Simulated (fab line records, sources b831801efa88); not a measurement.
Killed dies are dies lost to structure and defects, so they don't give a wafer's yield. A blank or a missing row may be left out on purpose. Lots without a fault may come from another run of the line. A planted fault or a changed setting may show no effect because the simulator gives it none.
A struck lot beside a sound one | flow sky130 | 17 steps out of a route of 708
Sound: wafers L488.2, L488.4, L488.6. Struck: wafers L502.1, L502.4, L502.6. The cause comes at the end.
At each step with rows: each side's tool, then ch and its chambers, then its first start. Under that, the readings that differ: sound wafers | struck wafers | difference of the means | sigmas: that difference in standard deviations of wafers without a fault.
alike: readings whose means differ by less than 2 such deviations, and words and numbers that are the same on both sides. not compared: withheld readings, readings that some wafer has no value for, bounds like >300 that may hide the same value, and numbers for which the record gives no deviation and whose values overlap.
The two part at a step that has a row with sigmas, a row that says differs or no value, or rows on one side only. Numbers that don't overlap but have no deviation are shown without sigmas and don't part them. A reading that every wafer of one side lacks parts them only if that side has two wafers or more.

first, 2 steps without rows for these wafers: SKY_NWELL_IMPLANT_12; SKY_NWELL_IMPLANT_13.
SKY_NWELL_STRIP_14: strips in O2/N2.
  sound on plasma_asher-02 ch 0,1, day 5 21:28; struck on plasma_asher-04 ch 0,1, day 9 04:49
  alike: drypump_motor_current_A, oes_product_au, strip_time_to_endpoint_s
  not compared: rf_hours_counter_h
SKY_NWELL_TW_MEAS_15:
  sound on film_metro-03, day 5 21:35; struck on film_metro-01, day 9 04:55
  alike: NWELL_TW
then, 7 steps without rows for these wafers: SKY_NWELL_DEHYDRATE_16 (time 60 s); SKY_NWELL_HMDS_17 (prime time 60 s); SKY_NWELL_COAT_18 (resist thk 3000 nm); SKY_NWELL_SOFTBAKE_19; SKY_NWELL_EXPOSE_20 (exposes mask NWM COMPLEMENT, target cd 840 nm); SKY_NWELL_PEB_21; SKY_NWELL_DEVELOP_22 (develop time 60 s).
SKY_NWELL_OVL_MEAS_23:
  sound on overlay-02, day 6 15:44; struck on overlay-02, day 10 02:17
  alike: NWELL_01_OVL
SKY_NWELL_IMPLANT_24:
  sound on implanter-03 ch 0, day 6 15:48; struck on implanter-04 ch 0, day 10 02:38
  alike: faraday_current_uA
SKY_NWELL_STRIP_25: strips in O2/N2.
  sound on plasma_asher-04 ch 0, day 6 15:55; struck on plasma_asher-02 ch 0, day 10 02:47
  reading                     | sound       | struck      | difference | sigmas
  drypump_motor_current_A (A) | 6.3 6.3 6.3 | 5.2 5.2 5.2 | -1.1       | -2
  alike: oes_product_au, strip_time_to_endpoint_s
  not compared: rf_hours_counter_h
SKY_NWELL_TW_MEAS_26:
  sound on film_metro-01, day 6 16:02; struck on film_metro-02, day 10 02:53
  reading    | sound             | struck            | difference | sigmas
  NWELL_2_TW | 496.6 495.8 496.7 | 624.0 623.9 621.6 | +126.8     | +55
then, 1 step without rows for these wafers: SKY_NWELL_CLEAN_27 (cleans in SC1/SC2, time 150 s).
-- the record jumps here: 40 days lie between the struck wafers' starts before and after (it left off in module NWELL and takes up again in module PAD_OPEN, whose first step shown is number 708 of the route) --
SKY_PAD_OPEN_PROBE_99:
  sound on prober-02, day 47 17:32; struck on prober-02, day 50 02:50
  reading                                    | sound                         | struck                        | difference | sigmas
  killed_at_M0_to_M3                         | 49 44 60                      | 43 28 35                      | -16        | -2
  killed_dies                                | 88 97 100                     | 81 65 66                      | -24        | -3
  killed_open                                | 52 55 57                      | 43 39 36                      | -15        | -2
  model.etest.pfet_16v.r_on_ohm_um           | 1.497e+04 1.507e+04 1.478e+04 | 1.163e+04 1.156e+04 1.166e+04 | -3.323e+03 |
  model.etest.res_iso_pwell.rs_ohm_sq        | 2803 2867 2675                | 1956 1926 1952                | -837       |
  model.etest.res_pwell_under_gate.rs_ohm_sq | 2296 2310 2288                | 1436 1448 1436                | -858       |
  model.etest.nfet_16v.r_on_ohm_um           | 1.387e+04 1.41e+04 1.391e+04  | 1.443e+04 1.451e+04 1.456e+04 | +5.400e+02 |
  model.etest.res_iso_pwell.line_ohm_um      | 1060 1079 1010                | 733.7 718 717.3               | -326.7     |
  model.etest.tip_n_5v.rs_ohm_sq             | 1369 1379 1369                | 1505 1507 1516                | +137       |
  model.etest.res_nwell.line_ohm_um          | 1150 1172 1118                | 1260 1258 1286                | +121       |
  model.etest.res_iso_pwell.width_nm (nm)    | 2671 2649 2671                | 2708 2707 2700                | +41        |
  alike: killed_at_M4_up, killed_at_contacts, killed_at_front_end, killed_at_other, killed_short

WHERE THEY PART
First at SKY_NWELL_STRIP_25; last, within this record, at SKY_PAD_OPEN_PROBE_99.

WHY: what the simulator had put in
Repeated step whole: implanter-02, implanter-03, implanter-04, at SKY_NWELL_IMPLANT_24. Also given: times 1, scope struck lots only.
